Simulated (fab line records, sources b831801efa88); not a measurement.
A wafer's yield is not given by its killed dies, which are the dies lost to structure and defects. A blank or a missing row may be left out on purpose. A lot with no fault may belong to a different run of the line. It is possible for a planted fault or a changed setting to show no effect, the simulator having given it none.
Problem report in the 8D (eight disciplines) form, filled by code    flow gf180mcu    the parts of the form that need people (team, actions taken, sign-off) are left out

## 1. PROBLEM STATEMENT
Mean STI_OXIDATION_02_THK at GF_STI_THK_MEAS_30: 8.19 nm over 9 wafers in 3 lots; fault-free wafers: 10.01 nm, standard deviation 0.19. Relative to the usual mean, that is a shift of -9.6 standard deviations.
First seen on wafer L857.1, day 3 04:24, on filmMetro-03. At this step, 36 wafers from 12 lots have a number in the record. Rule for "out" (also "out of limits"): further than 4 standard deviations from the usual mean. The rest of the wafers with a number are treated as sound.

## 2. WHAT IT IS, WHAT IT ISN'T
question                     is                          is not
which readings at this step  STI_OXIDATION_02_THK        -
which lots                   L857, L858, L859            L853, L854, L855, L856, L867, L872, L873, L874, L875
which wafers of those lots   all that have a number      -
read on which gauges         filmMetro-02, filmMetro-03  filmMetro-04
when                         from day 3 04:24            up to then (12 sound wafers); but 15 sound wafers of L867, L872, L873, L874, L875 came after

## 3. WHAT RULES OUT EACH SUSPECT
Counting: a tool at any process step up to the reading remains a suspect when it ran all the lots that are out and ran no sound lot after the first of those.
- the gauge at GF_STI_THK_MEAS_30 is ruled out. Those wafers that are out were read across 2 gauges (filmMetro-02, filmMetro-03).
- furnace-01 at GF_STI_OXIDATION_29 (stabilise 600 s, purge 300 s, target thk 10 nm): ruled out as a lasting fault. After its first lot that is out, L857 (day 3 03:00), sound lots L872, L873, L874 ran on it.
Left after counting: nothing in the record.

## 4. THE CAUSE (what the simulator had put in)
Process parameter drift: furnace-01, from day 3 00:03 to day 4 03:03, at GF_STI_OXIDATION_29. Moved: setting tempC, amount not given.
It was ruled out by counting, in error; the rule expects a fault to strike all lots run on its tool from its start on, and this fault did not.

## 5. SEQUENCE OF EFFECTS, ordered by route
One row per reading whose mean, taken over the struck wafers that have a number, lies over 3 standard deviations from the usual. Only readings for which the record gives a usual standard deviation are gone through. hours: the time from each lot's start at the first step in this table that gives one to its start at this step, as a median over the lots. sigmas: the change in usual standard deviations.
hours  step                 reading                 usual     on struck wafers  change  sigmas
0      GF_STI_OXIDATION_29  spikeTcBottomC          921.2 C   902.3             -18.9   -15
0      GF_STI_OXIDATION_29  spikeTcCentreC          901.5 C   882.5             -19.0   -17
0      GF_STI_OXIDATION_29  spikeTcLowerC           901.3 C   883.3             -18.0   -16
0      GF_STI_OXIDATION_29  spikeTcTopC             912.8 C   894.0             -18.8   -14
0      GF_STI_OXIDATION_29  spikeTcUpperC           900.1 C   883.0             -17.1   -12
0      GF_STI_OXIDATION_29  tubeCenterTempC         900 C     882               -18     -99 or more
0      GF_STI_OXIDATION_29  tube_center_temp_C_max  902.3     884.3             -18.0   -51
0      GF_STI_OXIDATION_29  zonePowerBottomPct      26.84 %   25.79             -1.05   -4.0
0      GF_STI_OXIDATION_29  zonePowerUpperPct       16.20 %   15.52             -0.68   -4.3
1      GF_STI_THK_MEAS_30   STI_OXIDATION_02_THK    10.01 nm  8.19              -1.82   -9.6
It contains these process steps:
- GF_STI_OXIDATION_29: stabilise 600 s, purge 300 s, target thk 10 nm.
Later steps that measure or inspect, where all struck wafers having a row at the step show a number for every such reading and not one has moved that far: GF_LVPWELL_TW_MEAS_11.

## 6. WHAT WOULD HAVE CAUGHT IT SOONER
4 hours passed between the start of the fault at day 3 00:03 and the first reading out of limits at a measuring or inspecting step in this record, taken at day 3 04:24.
At GF_STI_OXIDATION_29, the tool's own readings (spikeTcBottomC, spikeTcCentreC, spikeTcLowerC, spikeTcTopC, spikeTcUpperC, tubeCenterTempC, tube_center_temp_C_max) were out on each struck wafer the step has a row for, so an alarm limit on them would have fired on the first such wafer.
